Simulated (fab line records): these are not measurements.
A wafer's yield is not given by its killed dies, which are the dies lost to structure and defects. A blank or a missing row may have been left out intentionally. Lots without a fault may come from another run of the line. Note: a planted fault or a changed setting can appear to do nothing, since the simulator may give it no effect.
fab line records	flow sky130
record: lots: 6	wafers: 18	lastDay: 50
route steps=708 shown LDD_LDN@300 SPACER@304 POLY_CUT@307
lots untouched by any fault: they come from a run of this same line in which no faults occurred
startH: hours from the record's first day to the start of the lot's first wafer shown	waitH: hours since the lot's step before	" repeats the value in the row above	L1.1+2: one row covering several wafers at once	- either no value or no given start	* or withheld: withheld	< > ~ a bound
route shown NAME@n: a module of which the file shows steps, and the number in the route of the first	usual: average and standard deviation across the fault-free wafers	same: alike in all rows	chamber/n: place in a boat	sites: each site's reading	_std_site: their standard deviation	_edge_site: outer sites' mean less inner sites'	radiusMm: for every site, how far away it sits from the centre of the wafer	mask NAME#n: copy n	behind: tool/chamber where the wafer was last shaped	hold: the reason the lot was held/the length of the hold in hours/how it ended	device: the transistor (n, p or np) that didn't switch	end of line: tests run on the same wafers once the route is complete	a step with no rows: only its recipe	killed: count of dies lost to structure and defects at first sort (not the wafer's yield)	map: dies across one wafer; x = killed, . = not, _ = none there
set.NAME: setting as actually run; set.NAME@STEP: the setting as run at that earlier step	model.NAME: the simulator's own value behind a step, which no gauge read
a table for each step, a row for each wafer; lots at some steps of the route
services: a tool's chamber out of use, with start hour (startH, from the record's first day; less than 0 if before it), hours out, and reason
== steps ==
step: SKY_LDD_LDN_IMPLANT_11
recipe: species: As	energyKev: 15	doseCm2: 1.25e+13	tiltDeg: withheld	rotationDeg: 293
step: SKY_LDD_LDN_STRIP_12
recipe: chemistry: O2/N2	powerW: 1400	pressureMtorr: 1500	platenTempC: withheld	o2FlowSccm: 3000	n2FlowSccm: 300	overashFraction: 0.5
usual: chamberPressureMTorr: 1500.1/1.3	drypumpMotorCurrentA: 5.9/0.47	oesProductAu: 0.715/0.0045	stripTimeToEndpointS: 14.19/0.045
lot.wafer	tool	chamber	startH	waitH	chamberPressureMTorr	drypumpMotorCurrentA	oesProductAu	rfHoursCounterH	stripTimeToEndpointS
L946.2	plasmaAsher-03	0	575.11	0.1	1497.6	5.9	0.712	46	14.23
L946.3	"	1	"	"	1501.7	6.5	0.711	-	14.25
L946.5	"	1	"	"	1498.7	6.5	0.721	-	14.21
L950.3	plasmaAsher-04	1	606.45	0.1	1499.4	6.1	0.712	-	14.16
L950.4	"	0	"	"	1501.0	6.1	0.719	-	14.12
L950.5	"	1	"	"	1501.3	6.0	0.714	-	14.14
L949.1	plasmaAsher-01	0	610.36	0.1	1500.3	5.2	0.717	19	14.21
L949.3	"	1	"	"	1502.1	5.2	0.727	-	14.19
L949.6	"	1	"	"	1499.0	5.2	0.708	-	14.20
L960.4	plasmaAsher-04	1	690.84	0.1	1501.3	6.1	0.715	-	14.28
L960.5	"	0	"	"	1498.7	6.1	0.714	-	14.17
L960.6	"	1	"	"	1502.3	6.1	0.716	-	14.24
L961.3	plasmaAsher-04	0	694.34	0.1	1501.5	6.1	0.724	-	14.24
L961.4	"	1	"	"	1500.8	6.0	0.720	-	14.27
L961.5	"	0	"	"	1499.8	6.1	0.718	-	14.22
L964.1	plasmaAsher-01	0	727.02	0.1	1497.8	5.2	0.722	29	14.17
L964.2	"	1	"	"	1501.4	5.2	0.709	29	14.22
L964.6	"	0	"	"	1498.3	5.2	0.715	-	14.15
step: SKY_LDD_LDN_TW_MEAS_13
usual: LDD_LDN_TW: 1485/12
lot.wafer	tool	chamber	startH	waitH	LDD_LDN_TW
L946.2	filmMetro-01	-	575.22	0.1	1488
L946.3	"	-	"	"	1496
L946.5	"	-	"	"	1492
L950.3	filmMetro-02	-	606.54	0.1	1481
L950.4	"	-	"	"	1471
L950.5	"	-	"	"	1473
L949.1	filmMetro-03	-	610.46	0.1	1494
L949.3	"	-	"	"	1487
L949.6	"	-	"	"	1497
L960.4	filmMetro-02	-	690.94	0.1	1486
L960.5	"	-	"	"	1484
L960.6	"	-	"	"	1486
L961.3	filmMetro-03	-	694.43	0.1	1503
L961.4	"	-	"	"	1504
L961.5	"	-	"	"	1491
L964.1	filmMetro-01	-	727.12	0.1	1499
L964.2	"	-	"	"	1490
L964.6	"	-	"	"	1494
step: SKY_LDD_LDN_CLEAN_14
recipe: chemistry: SC1/SC2	mix: 1:4:20	tempC: 70	timeS: 150	dry: n2Spin
step: SKY_SPACER_CVD_00
recipe: material: Si3N4	precursor: DCS/NH3	targetThkNm: 43.1	tempC: 770	timeS: 740	pressureMtorr: 238.9
step: SKY_SPACER_THK_MEAS_01
recipe: reads: Si3N4_of_SPACER_CVD_00
usual: SPACER_CVD_00_THK: 42.6/0.44
lot.wafer	tool	chamber	startH	waitH	SPACER_CVD_00_THK[nm]
L946.2	filmMetro-02	-	576.53	0.0	43.1
L946.3	"	-	"	"	43.1
L946.5	"	-	"	"	43.1
L950.3	filmMetro-04	-	607.85	0.0	43.0
L950.4	"	-	"	"	43.2
L950.5	"	-	"	"	42.6
L949.1	filmMetro-02	-	613.51	0.0	42.5
L949.3	"	-	"	"	42.2
L949.6	"	-	"	"	42.4
L960.4	filmMetro-04	-	692.25	0.0	42.7
L960.5	"	-	"	"	42.7
L960.6	"	-	"	"	42.6
L961.3	filmMetro-02	-	695.86	0.0	43.1
L961.4	"	-	"	"	43.4
L961.5	"	-	"	"	43.1
L964.1	filmMetro-03	-	730.12	0.0	42.0
L964.2	"	-	"	"	42.7
L964.6	"	-	"	"	42.5
step: SKY_SPACER_ETCHBACK_02
recipe: chemistry: CH3F/O2	target: Si3N4	stopOn: SiO2	sourceW: 400	biasW: 80	pressureMtorr: 25	ch3fFlowSccm: 40	O2_flow_sccm: 30	timeS: 46.7	targetDepthA: 450
usual: chamberPressureMTorr: 25.00/0.044	drypumpMotorCurrentA: 5.8/0.54	oesProductAu: 0.849/0.007	throttleValvePct: 10.562/0.01
lot.wafer	tool	chamber	startH	waitH	chamberPressureMTorr	drypumpMotorCurrentA	oesProductAu	rfHoursCounterH	throttleValvePct
L946.2	rieDiel-01	0	576.58	0.0	24.97	6.4	0.858	28	10.568
L946.3	"	1	"	"	25.02	5.7	0.853	2	10.560
L946.5	"	2	"	"	25.03	6.6	0.849	-	10.556
L950.3	rieDiel-01	1	607.89	0.0	25.00	5.7	0.857	2	10.526
L950.4	"	2	"	"	24.99	6.6	0.854	19	10.568
L950.5	"	3	"	"	24.99	5.4	0.848	-	10.563
L949.1	rieDiel-03	1	613.57	0.1	25.03	5.6	0.839	2	10.550
L949.3	"	2	"	"	25.02	4.8	0.835	7	10.570
L949.6	"	0	"	"	25.05	5.5	0.848	-	10.567
L960.4	rieDiel-03	3	692.28	0.0	25.01	6.5	0.846	26	10.550
L960.5	"	0	"	"	25.02	5.6	0.851	-	10.560
L960.6	"	1	"	"	25.04	5.6	0.849	-	10.567
L961.3	rieDiel-02	3	695.90	0.0	24.96	6.4	0.852	0	10.552
L961.4	"	2	"	"	25.00	5.2	0.851	2	10.562
L961.5	"	2	"	"	25.00	5.2	0.846	-	10.583
L964.1	rieDiel-01	2	730.18	0.1	25.02	6.6	0.841	21	10.552
L964.2	"	1	"	"	25.02	5.7	0.843	4	10.561
L964.6	"	1	"	"	25.02	5.7	0.851	-	10.559
step: SKY_POLY_CUT_DEHYDRATE_00
recipe: tempC: 200	timeS: 60
step: SKY_POLY_CUT_HMDS_01
recipe: primeTimeS: 60	primeTempC: 120
step: SKY_POLY_CUT_COAT_02
recipe: resist: BARC	tempC: withheld	timeS: withheld	spinRpm: 3000	resistThkNm: 60
step: SKY_POLY_CUT_COAT_03
recipe: resist: KrF-thick	spinRpm: 3000	resistThkNm: 450
step: SKY_POLY_CUT_SOFTBAKE_04
recipe: tempC: 100	timeS: 90	resist: KrF-thick
step: SKY_POLY_CUT_EXPOSE_05
recipe: maskId: NPCM	na: 0.8	sourceShape: annular	sigmaInner: 0.55	sigmaOuter: 0.85	targetCdNm: 270	doseMj: 32
usual: exposureDoseMJCm2: 31.95/0.039	focusOffsetNm: -0.1/0.53
lot.wafer	tool	chamber	startH	waitH	mask	exposureDoseMJCm2	focusOffsetNm
L946.2	krfScanner-02	0	590.45	-	NPCM#0	31.97	0.4
L946.3	"	0	"	"	NPCM#0	31.98	0.9
L946.5	"	0	"	"	NPCM#0	31.98	0.4
L950.3	krfScanner-01	0	621.96	-	NPCM#0	31.93	1.3
L950.4	"	0	"	"	NPCM#0	32.00	0.3
L950.5	"	0	"	"	NPCM#0	31.95	0.6
L949.1	krfScanner-01	0	628.32	-	NPCM#0	31.98	-0.3
L949.3	"	0	"	"	NPCM#0	31.97	0.4
L949.6	"	0	"	"	NPCM#0	31.98	-0.3
L960.4	krfScanner-02	-	706.43	-	NPCM#0	-	-
L960.5	"	-	"	"	NPCM#0	-	-
L960.6	"	-	"	"	NPCM#0	-	-
L961.3	krfScanner-02	-	709.66	-	NPCM#0	-	-
L961.4	"	-	"	"	NPCM#0	-	-
L961.5	"	-	"	"	NPCM#0	-	-
L964.1	krfScanner-02	0	744.17	-	NPCM#0	32.00	-0.3
L964.2	"	0	"	"	NPCM#0	31.96	0.2
L964.6	"	0	"	"	NPCM#0	31.95	0.6
step: SKY_POLY_CUT_PEB_06
recipe: pebTempC: withheld	pebTimeS: withheld	resist: KrF-thick
== services ==
tool	chamber	startH	hours	kind
plasmaAsher-01	-	565.73	2.4	repair
rieDiel-03	2	569.21	6.6	repair
krfScanner-01	-	578.99	3.9	repair
rieDiel-01	1	581.46	2.2	repair
krfScanner-01	-	582.88	1.0	pm
krfScanner-01	-	591.32	0.8	pm
rieDiel-03	-	601.03	3.3	repair
krfScanner-02	-	601.05	0.8	pm
krfScanner-02	-	613.21	3.6	pm
rieDiel-03	3	614.67	4.2	repair
rieDiel-01	2	617.15	18.3	repair
rieDiel-01	-	631.06	2.8	pm
krfScanner-02	-	643.40	2.1	repair
krfScanner-02	-	664.65	1.3	pm
plasmaAsher-01	-	679.05	14.7	repair
krfScanner-02	-	685.69	0.8	repair
plasmaAsher-01	-	693.75	2.8	pm
rieDiel-03	-	694.89	0.8	repair
krfScanner-01	-	697.49	1.3	pm
krfScanner-02	-	707.43	1.0	pm
plasmaAsher-01	-	709.86	2.4	repair
krfScanner-02	-	722.41	1.2	repair
rieDiel-03	2	728.07	1.2	repair
plasmaAsher-04	-	733.75	9.0	pm
== key ==
firstSign: step: SKY_POLY_CUT_EXPOSE_05	reading: toolRecord	direction: missing
effect none on later readings
metAt SKY_POLY_CUT_EXPOSE_05
struckWafers L960.4,L960.5,L960.6,L961.3,L961.4,L961.5
laterRowsLeftOut L960.4,L960.5,L960.6,L961.3,L961.4,L961.5
sortLeftOut L960.4,L960.5,L960.6,L961.3,L961.4,L961.5
testerLeftOut L960,L961
onsetBetween 590.45 706.43
fault: kind: skippedStepWhole	tool: krfScanner-02	chamber: -	onsetH: 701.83	steps: SKY_POLY_CUT_EXPOSE_05	scope: struckLotsOnly
testerLeftOut: of these lots the tester's yield and bins aren't shown, on N5 and GAA mostly nor the transistor test; their killed dies are dies lost to structure and defects alone, not to doping, threshold or leakage, so they don't give the yield
sortLeftOut: the simulated sort isn't trusted on such a fault, so these wafers' sort isn't shown, and their yield isn't known
laterRowsLeftOut: the simulator's readings of these wafers behind a module that went badly wrong aren't trusted and aren't shown, but for the sort
